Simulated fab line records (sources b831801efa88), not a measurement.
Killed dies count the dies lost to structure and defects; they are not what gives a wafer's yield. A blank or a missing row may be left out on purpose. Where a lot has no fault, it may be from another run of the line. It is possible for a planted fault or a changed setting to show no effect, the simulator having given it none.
fab line records -- flow sky130
[record] lots = 6, wafers = 18, lastDay = 49
route steps=708 shown VT_ADJUST_NCORE@128 VT_ADJUST_HVTR@131 PAD_OPEN@708
lots that met no fault: from a run of the same line without faults
startH: hours from the record's first day to the start of the lot's first wafer shown -- waitH: hours elapsed since this lot's preceding step -- " unchanged from the row above -- L1.1+2: one row covering several wafers at once -- - no value, or no start was given -- * or withheld: withheld -- < > ~ a bound
route shown NAME@n: a module of which the file shows steps, and the number in the route of the first -- usual: mean/standard deviation of fault-free wafers -- same: alike in all rows -- chamber/n: place in a boat -- sites: each site's reading -- _std_site: the standard deviation of these -- _edge_site: mean of outer sites minus mean of inner sites -- radiusMm: how far each site lies from the wafer's centre -- mask NAME#n: copy n -- behind: the last tool/chamber to shape the wafer -- hold: what put the lot on hold/how long, in hours/how the hold closed -- device: names the non-switching transistor (n, p or np) -- end of line: tests of these same wafers at the route's end -- step lacking rows: just its recipe -- killed: at the first sort, the dies lost to defects and structure; wafer yield is something else -- map: per-die view of a wafer (x killed, . not killed, _ where there is no die)
set.NAME: the run value of the setting; set.NAME@STEP: its run value at that earlier step -- model.NAME: the simulator's own value behind a step, which no gauge read
lots at some steps of the route; a table a step, a row a wafer
services: the hour from which a tool's chamber was out of use, counted from the record's first day as startH (under 0 if before that day), plus the number of hours and why
[[steps]]
[step SKY_VT_ADJUST_NCORE_IMPLANT_09]
[recipe] species = B, energyKev = 10, doseCm2 = 2.4e+12, tiltDeg = withheld
[step SKY_VT_ADJUST_NCORE_STRIP_10]
[recipe] chemistry = O2/N2, powerW = 1400, pressureMtorr = 1500, platenTempC = withheld, o2FlowSccm = 3000, n2FlowSccm = 300, overashFraction = 0.5
[usual] drypumpMotorCurrentA = 5.8/0.43, oesProductAu = 0.716/0.0042, stripTimeToEndpointS = 14.19/0.031
lot.wafer,tool,chamber,startH,waitH,drypumpMotorCurrentA,oesProductAu,rfHoursCounterH,stripTimeToEndpointS
L340.1,plasmaAsher-03,0,198.24,0.1,5.4,0.716,51,14.19
L340.2,plasmaAsher-03,1,198.24,0.1,6.2,0.713,51,14.20
L340.5,plasmaAsher-03,0,198.24,0.1,5.4,0.703,-,14.21
L342.2,plasmaAsher-04,0,209.72,0.1,6.0,0.722,52,14.22
L342.3,plasmaAsher-04,1,209.72,0.1,6.2,0.719,-,14.16
L342.4,plasmaAsher-04,0,209.72,0.1,6.0,0.719,-,14.20
L350.1,plasmaAsher-01,0,280.96,0.1,6.2,0.713,16,14.16
L350.3,plasmaAsher-01,0,280.96,0.1,6.1,0.713,-,14.20
L350.4,plasmaAsher-01,1,280.96,0.1,5.1,0.724,-,14.21
L353.1,plasmaAsher-03,1,289.77,0.1,6.1,0.720,60,14.20
L353.2,plasmaAsher-03,0,289.77,0.1,5.4,0.717,60,14.16
L353.3,plasmaAsher-03,0,289.77,0.1,5.4,0.721,-,14.17
L355.2,plasmaAsher-03,0,306.54,0.1,5.4,0.707,61,14.15
L355.3,plasmaAsher-03,0,306.54,0.1,5.4,0.723,-,14.15
L355.4,plasmaAsher-03,1,306.54,0.1,6.1,0.717,-,14.18
L358.1,plasmaAsher-01,0,322.02,0.1,6.2,0.720,20,14.20
L358.3,plasmaAsher-01,1,322.02,0.1,5.1,0.710,-,14.19
L358.5,plasmaAsher-01,0,322.02,0.1,6.2,0.716,-,14.17
[step SKY_VT_ADJUST_NCORE_TW_MEAS_11]
[usual] VT_ADJUST_NCORE_TW = 220.9/1.5
lot.wafer,tool,chamber,startH,waitH,VT_ADJUST_NCORE_TW
L340.1,filmMetro-02,-,198.34,0.1,220.2
L340.2,filmMetro-02,-,198.34,0.1,221.0
L340.5,filmMetro-02,-,198.34,0.1,220.4
L342.2,filmMetro-02,-,209.83,0.1,220.2
L342.3,filmMetro-02,-,209.83,0.1,219.4
L342.4,filmMetro-02,-,209.83,0.1,219.0
L350.1,filmMetro-04,-,281.06,0.1,220.9
L350.3,filmMetro-04,-,281.06,0.1,220.5
L350.4,filmMetro-04,-,281.06,0.1,220.8
L353.1,filmMetro-02,-,289.87,0.1,220.7
L353.2,filmMetro-02,-,289.87,0.1,220.3
L353.3,filmMetro-02,-,289.87,0.1,218.7
L355.2,filmMetro-03,-,306.65,0.1,223.7
L355.3,filmMetro-03,-,306.65,0.1,222.7
L355.4,filmMetro-03,-,306.65,0.1,222.5
L358.1,filmMetro-03,-,322.12,0.1,222.3
L358.3,filmMetro-03,-,322.12,0.1,222.3
L358.5,filmMetro-03,-,322.12,0.1,221.9
[step SKY_VT_ADJUST_HVTR_DEHYDRATE_00]
[recipe] tempC = 200, timeS = 60
[step SKY_VT_ADJUST_HVTR_HMDS_01]
[recipe] primeTimeS = 60, primeTempC = 120
[step SKY_VT_ADJUST_HVTR_COAT_02]
[recipe] resist = NOVOLAK, spinRpm = 3000, resistThkNm = 1140
[step SKY_VT_ADJUST_HVTR_SOFTBAKE_03]
[recipe] tempC = 90, timeS = 60, resist = NOVOLAK
[step SKY_VT_ADJUST_HVTR_EXPOSE_04]
[recipe] maskId = HVTRM, targetCdNm = 380, na = 0.6, sourceShape = conventional, sigmaOuter = 0.6, doseMj = 150
[step SKY_VT_ADJUST_HVTR_PEB_05]
[recipe] tempC = withheld, timeS = *, resist = NOVOLAK
[step SKY_VT_ADJUST_HVTR_DEVELOP_06]
[recipe] developTimeS = 60, devTempC = 23
[step SKY_VT_ADJUST_HVTR_CD_MEAS_07]
[recipe] targetCdNm = 380
[usual] cdNm = 379.7/2.5
lot.wafer,tool,chamber,startH,waitH,cdNm
L340.1,cdSem-01,-,220.76,0.1,380.4
L340.2,cdSem-01,-,220.76,0.1,382.7
L340.5,cdSem-01,-,220.76,0.1,384.3
L342.2,cdSem-02,-,232.01,0.1,376.9
L342.3,cdSem-02,-,232.01,0.1,378.4
L342.4,cdSem-02,-,232.01,0.1,377.6
L350.1,cdSem-02,-,305.94,0.1,382.2
L350.3,cdSem-02,-,305.94,0.1,383.8
L350.4,cdSem-02,-,305.94,0.1,382.3
L353.1,cdSem-01,-,315.54,0.1,380.0
L353.2,cdSem-01,-,315.54,0.1,380.7
L353.3,cdSem-01,-,315.54,0.1,379.8
L355.2,cdSem-02,-,332.33,0.1,377.8
L355.3,cdSem-02,-,332.33,0.1,377.3
L355.4,cdSem-02,-,332.33,0.1,376.2
L358.1,cdSem-01,-,349.27,0.1,383.0
L358.3,cdSem-01,-,349.27,0.1,381.8
L358.5,cdSem-01,-,349.27,0.1,382.9
[step SKY_VT_ADJUST_HVTR_OVL_MEAS_08]
[usual] VT_ADJUST_HVTR_OVL = 0.0/1.3
lot.wafer,tool,chamber,startH,waitH,VT_ADJUST_HVTR_OVL[nm]
L340.1,overlay-01,-,220.88,0.1,0.7
L340.2,overlay-01,-,220.88,0.1,1.0
L340.5,overlay-01,-,220.88,0.1,1.0
L342.2,overlay-01,-,232.11,0.1,-0.9
L342.3,overlay-01,-,232.11,0.1,-1.2
L342.4,overlay-01,-,232.11,0.1,-0.2
L350.1,overlay-02,-,306.06,0.1,0.0
L350.3,overlay-02,-,306.06,0.1,-1.4
L350.4,overlay-02,-,306.06,0.1,-1.0
L353.1,overlay-01,-,315.66,0.1,1.5
L353.2,overlay-01,-,315.66,0.1,0.0
L353.3,overlay-01,-,315.66,0.1,0.3
L355.2,overlay-02,-,332.44,0.1,0.5
L355.3,overlay-02,-,332.44,0.1,-0.2
L355.4,overlay-02,-,332.44,0.1,-0.8
L358.1,overlay-02,-,349.39,0.1,-0.7
L358.3,overlay-02,-,349.39,0.1,-1.7
L358.5,overlay-02,-,349.39,0.1,-0.9
[step SKY_VT_ADJUST_HVTR_IMPLANT_09]
[recipe] species = B, energyKev = 10, doseCm2 = 2.1e+12, tiltDeg = withheld
[usual] doseIonsCm2 = 2.1006e+12/2.2e+09
lot.wafer,tool,chamber,startH,waitH,doseIonsCm2
L340.1,implanter-02,0,220.92,0.0,2.0987e+12
L340.2,implanter-02,0,220.92,0.0,2.1028e+12
L340.5,implanter-02,0,220.92,0.0,2.1009e+12
L342.2,implanter-03,0,232.17,0.0,2.1008e+12
L342.3,implanter-03,0,232.17,0.0,2.1038e+12
L342.4,implanter-03,0,232.17,0.0,2.1016e+12
L350.1,implanter-02,0,306.09,0.0,2.0694e+12
L350.3,implanter-02,0,306.09,0.0,2.0683e+12
L350.4,implanter-02,0,306.09,0.0,2.0719e+12
L353.1,implanter-02,0,315.69,0.0,2.0701e+12
L353.2,implanter-02,0,315.69,0.0,2.0702e+12
L353.3,implanter-02,0,315.69,0.0,2.0712e+12
L355.2,implanter-04,0,332.49,0.0,2.1023e+12
L355.3,implanter-04,0,332.49,0.0,2.1011e+12
L355.4,implanter-04,0,332.49,0.0,2.1016e+12
L358.1,implanter-03,0,349.43,0.0,2.1017e+12
L358.3,implanter-03,0,349.43,0.0,2.101e+12
L358.5,implanter-03,0,349.43,0.0,2.0995e+12
[step SKY_VT_ADJUST_HVTR_STRIP_10]
[recipe] chemistry = O2/N2, powerW = 1400, pressureMtorr = 1500, platenTempC = withheld, o2FlowSccm = 3000, n2FlowSccm = 300, overashFraction = 0.5
[usual] drypumpMotorCurrentA = 5.9/0.37, oesProductAu = 0.716/0.0048, stripTimeToEndpointS = 14.17/0.046
lot.wafer,tool,chamber,startH,waitH,drypumpMotorCurrentA,oesProductAu,rfHoursCounterH,stripTimeToEndpointS
L340.1,plasmaAsher-01,1,221.07,0.1,5.1,0.714,10,14.16
L340.2,plasmaAsher-01,0,221.07,0.1,6.1,0.717,10,14.12
L340.5,plasmaAsher-01,0,221.07,0.1,6.1,0.711,-,14.13
L342.2,plasmaAsher-04,0,232.29,0.1,6.0,0.726,55,14.19
L342.3,plasmaAsher-04,1,232.29,0.1,6.2,0.715,-,14.21
L342.4,plasmaAsher-04,0,232.29,0.1,6.0,0.713,-,14.14
L350.1,plasmaAsher-02,0,306.24,0.1,5.5,0.714,48,14.17
L350.3,plasmaAsher-02,1,306.24,0.1,6.2,0.722,-,14.16
L350.4,plasmaAsher-02,0,306.24,0.1,5.5,0.711,-,14.17
L353.1,plasmaAsher-01,1,315.84,0.1,5.1,0.715,19,14.16
L353.2,plasmaAsher-01,0,315.84,0.1,6.2,0.719,19,14.15
L353.3,plasmaAsher-01,0,315.84,0.1,6.2,0.725,-,14.16
L355.2,plasmaAsher-02,0,332.62,0.1,5.5,0.711,50,14.19
L355.3,plasmaAsher-02,1,332.62,0.1,6.2,0.726,-,14.27
L355.4,plasmaAsher-02,0,332.62,0.1,5.5,0.722,-,14.27
L358.1,plasmaAsher-04,1,349.58,0.1,6.2,0.715,66,14.21
L358.3,plasmaAsher-04,1,349.58,0.1,6.2,0.714,-,14.18
L358.5,plasmaAsher-04,0,349.58,0.1,6.0,0.720,-,14.19
[step SKY_PAD_OPEN_PROBE_99]
[usual] killed_at_M0_to_M3 = 43/6.5, killed_at_M4_up = 3/1.7, killedAtContacts = 25/5.1, killedAtFrontEnd = 15/3.8, killedAtOther = 0.2/0.45, killedDies = 86/8.8, killedOpen = 47/6.7, killedShort = 39/6
[same] grossDies = 492, killedAtBackSide = 0
lot.wafer,tool,chamber,startH,waitH,killed_at_M0_to_M3,killed_at_M4_up,killedAtContacts,killedAtFrontEnd,killedAtOther,killedDies,killedOpen,killedShort
L340.1,prober-02,-,1088.36,0.1,50,3,18,11,0,82,40,42
L340.2,prober-02,-,1088.41,0.1,50,2,20,12,1,85,44,41
L340.5,prober-02,-,1088.56,0.2,47,2,22,14,0,85,47,38
L342.2,prober-02,-,1102.92,0.1,54,2,18,20,1,95,47,48
L342.3,prober-02,-,1102.97,0.2,42,3,25,13,1,84,45,39
L342.4,prober-02,-,1103.02,0.2,42,2,27,11,1,83,43,40
L350.1,prober-01,-,1160.84,0.1,51,1,29,16,0,97,51,46
L350.3,prober-01,-,1160.94,0.2,42,6,16,13,0,77,42,35
L350.4,prober-01,-,1160.99,0.2,53,3,26,14,0,96,53,43
L353.1,prober-01,-,1166.86,0.1,49,2,14,13,0,78,44,34
L353.2,prober-01,-,1166.91,0.1,46,2,25,13,0,86,55,31
L353.3,prober-01,-,1166.96,0.2,44,4,22,16,0,86,41,45
L355.2,prober-02,-,1182.08,0.1,42,2,31,13,0,88,42,46
L355.3,prober-02,-,1182.13,0.2,52,4,22,12,0,90,52,38
L355.4,prober-02,-,1182.18,0.2,27,5,21,16,0,69,42,27
L358.1,prober-02,-,1186.26,0.1,47,3,20,7,0,77,42,35
L358.3,prober-02,-,1186.36,0.2,51,2,27,10,0,90,47,43
L358.5,prober-02,-,1186.46,0.2,37,3,22,15,0,77,36,41
// killed by level:class
L340.1 METAL1:geometricParticle:short=11 VIA3:geometricParticle:open=10 CONTACT:geometricParticle:open=7 LI_CONTACT:geometricParticle:open=5 VIA1:geometricParticle:open=5 VIA1:geometricParticle:short=5 METAL2:geometricParticle:short=5 FIELD_ISO:geometricParticle:short=4
L340.2 VIA1:geometricParticle:open=10 VIA3:geometricParticle:open=10 LI_CONTACT:geometricParticle:open=7 CONTACT:geometricParticle:open=7 VIA3:geometricParticle:short=7 METAL1:geometricParticle:short=5 VIA2:geometricParticle:open=4 LOCAL_INTERCONNECT:geometricParticle:short=4
L340.5 VIA1:geometricParticle:open=13 CONTACT:geometricParticle:open=11 VIA3:geometricParticle:open=11 FIELD_ISO:geometricParticle:short=5 METAL2:geometricParticle:short=5 VIA1:geometricParticle:short=4 METAL3:geometricParticle:short=4 FIELD_ISO:geometricParticle:open=3
L342.2 VIA2:geometricParticle:open=11 VIA1:geometricParticle:open=9 METAL2:geometricParticle:short=8 VIA3:geometricParticle:open=7 FIELD_ISO:geometricParticle:short=6 CONTACT:geometricParticle:short=6 CONTACT:geometricParticle:open=6 METAL1:geometricParticle:short=5
L342.3 VIA1:geometricParticle:open=8 LI_CONTACT:geometricParticle:open=7 CONTACT:geometricParticle:open=7 VIA2:geometricParticle:open=7 LOCAL_INTERCONNECT:geometricParticle:short=6 VIA1:geometricParticle:short=6 FIELD_ISO:geometricParticle:open=5 VIA3:geometricParticle:open=4
L342.4 VIA1:geometricParticle:open=18 CONTACT:geometricParticle:open=10 LI_CONTACT:geometricParticle:open=6 METAL1:geometricParticle:short=6 FIELD_ISO:geometricParticle:short=5 VIA1:geometricParticle:short=5 LOCAL_INTERCONNECT:geometricParticle:short=4 CONTACT:geometricParticle:short=4
L350.1 VIA1:geometricParticle:open=14 CONTACT:geometricParticle:open=9 LI_CONTACT:geometricParticle:open=8 VIA1:geometricParticle:short=7 LOCAL_INTERCONNECT:geometricParticle:short=6 VIA2:geometricParticle:open=6 VIA2:geometricParticle:short=6 POLY_GATE:geometricParticle:short=5
L350.3 VIA1:geometricParticle:open=12 VIA2:geometricParticle:open=8 METAL1:geometricParticle:short=6 VIA1:geometricParticle:short=6 METAL4:geometricParticle:short=5 POLY_GATE:geometricParticle:open=4 LI_CONTACT:geometricParticle:open=4 LOCAL_INTERCONNECT:geometricParticle:short=4
L350.4 CONTACT:geometricParticle:open=15 VIA1:geometricParticle:open=9 VIA2:geometricParticle:open=9 METAL1:geometricParticle:short=8 VIA3:geometricParticle:open=7 METAL2:geometricParticle:short=7 LOCAL_INTERCONNECT:geometricParticle:short=5 FIELD_ISO:geometricParticle:short=4
L353.1 VIA3:geometricParticle:open=14 VIA1:geometricParticle:open=6 LI_CONTACT:geometricParticle:open=5 VIA2:geometricParticle:open=5 FIELD_ISO:geometricParticle:open=4 METAL1:geometricParticle:short=4 VIA1:geometricParticle:short=4 METAL3:geometricParticle:short=4
L353.2 VIA3:geometricParticle:open=8 LI_CONTACT:geometricParticle:open=8 CONTACT:geometricParticle:open=8 VIA1:geometricParticle:open=6 VIA2:geometricParticle:open=6 METAL1:geometricParticle:short=5 FIELD_ISO:geometricParticle:open=4 POLY_GATE:geometricParticle:open=4
L353.3 METAL1:geometricParticle:short=8 METAL2:geometricParticle:short=8 VIA2:geometricParticle:open=8 POLY_GATE:geometricParticle:open=7 CONTACT:geometricParticle:open=7 VIA3:geometricParticle:open=6 VIA1:geometricParticle:open=5 LI_CONTACT:geometricParticle:open=4
L355.2 CONTACT:geometricParticle:open=12 VIA1:geometricParticle:open=11 CONTACT:geometricParticle:short=8 LI_CONTACT:geometricParticle:open=7 METAL1:geometricParticle:short=7 VIA1:geometricParticle:short=6 VIA2:geometricParticle:open=5 FIELD_ISO:geometricParticle:short=4
L355.3 VIA1:geometricParticle:open=10 VIA3:geometricParticle:open=9 CONTACT:geometricParticle:open=8 VIA1:geometricParticle:short=8 LI_CONTACT:geometricParticle:open=7 VIA2:geometricParticle:open=7 METAL1:geometricParticle:short=6 FIELD_ISO:geometricParticle:open=3
L355.4 LI_CONTACT:geometricParticle:open=11 VIA1:geometricParticle:open=9 FIELD_ISO:geometricParticle:open=5 FIELD_ISO:geometricParticle:short=5 METAL2:geometricParticle:short=5 CONTACT:geometricParticle:open=4 LOCAL_INTERCONNECT:geometricParticle:short=4 VIA3:geometricParticle:open=4
L358.1 METAL1:geometricParticle:short=11 VIA2:geometricParticle:open=9 LI_CONTACT:geometricParticle:open=8 VIA1:geometricParticle:open=7 METAL3:geometricParticle:short=6 LOCAL_INTERCONNECT:geometricParticle:short=4 CONTACT:geometricParticle:open=4 VIA3:geometricParticle:open=4
L358.3 CONTACT:geometricParticle:open=10 METAL2:geometricParticle:short=9 CONTACT:geometricParticle:short=8 VIA1:geometricParticle:open=8 VIA2:geometricParticle:open=8 VIA3:geometricParticle:open=8 METAL1:geometricParticle:open=5 LOCAL_INTERCONNECT:geometricParticle:short=4
L358.5 VIA1:geometricParticle:short=7 CONTACT:geometricParticle:short=7 VIA1:geometricParticle:open=7 VIA2:geometricParticle:open=5 LI_CONTACT:geometricParticle:open=5 METAL2:geometricParticle:short=5 LOCAL_INTERCONNECT:geometricParticle:short=4 METAL1:geometricParticle:short=4
[[services]]
tool,chamber,startH,hours,kind
implanter-02,-,200.20,6.6,repair
implanter-02,-,219.07,1.1,repair
implanter-02,-,232.06,0.7,repair
implanter-02,-,281.35,2.6,repair
implanter-02,-,281.56,1.5,repair
plasmaAsher-03,-,293.36,4.1,repair
implanter-03,-,295.91,2.9,pm
implanter-03,-,308.16,2.2,repair
implanter-04,-,308.47,5.9,repair
implanter-02,-,311.17,1.3,repair
implanter-04,-,314.34,3.2,pm
plasmaAsher-04,-,337.57,2.8,pm
[[key]]
[firstSign] step = SKY_VT_ADJUST_HVTR_IMPLANT_09, reading = doseIonsCm2, direction = down, sigmas = 14, usual = *, struck = *
effect none on later readings
metAt SKY_VT_ADJUST_HVTR_IMPLANT_09
struckWafers L350.1,L350.3,L350.4,L353.1,L353.2,L353.3
testerLeftOut L350,L353
onsetBetween 220.92 306.09
[fault] kind = processParameterDrift, tool = implanter-02, chamber = -, onsetH = 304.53, steps = SKY_VT_ADJUST_HVTR_IMPLANT_09, channel = doseCm2, offset = *, shape = step, endH = 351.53, actsIn = *, stated = *
// testerLeftOut: of these lots the tester's yield and bins aren't shown, on N5 and GAA mostly nor the transistor test; their killed dies are dies lost to structure and defects alone, not to doping, threshold or leakage, so they don't give the yield
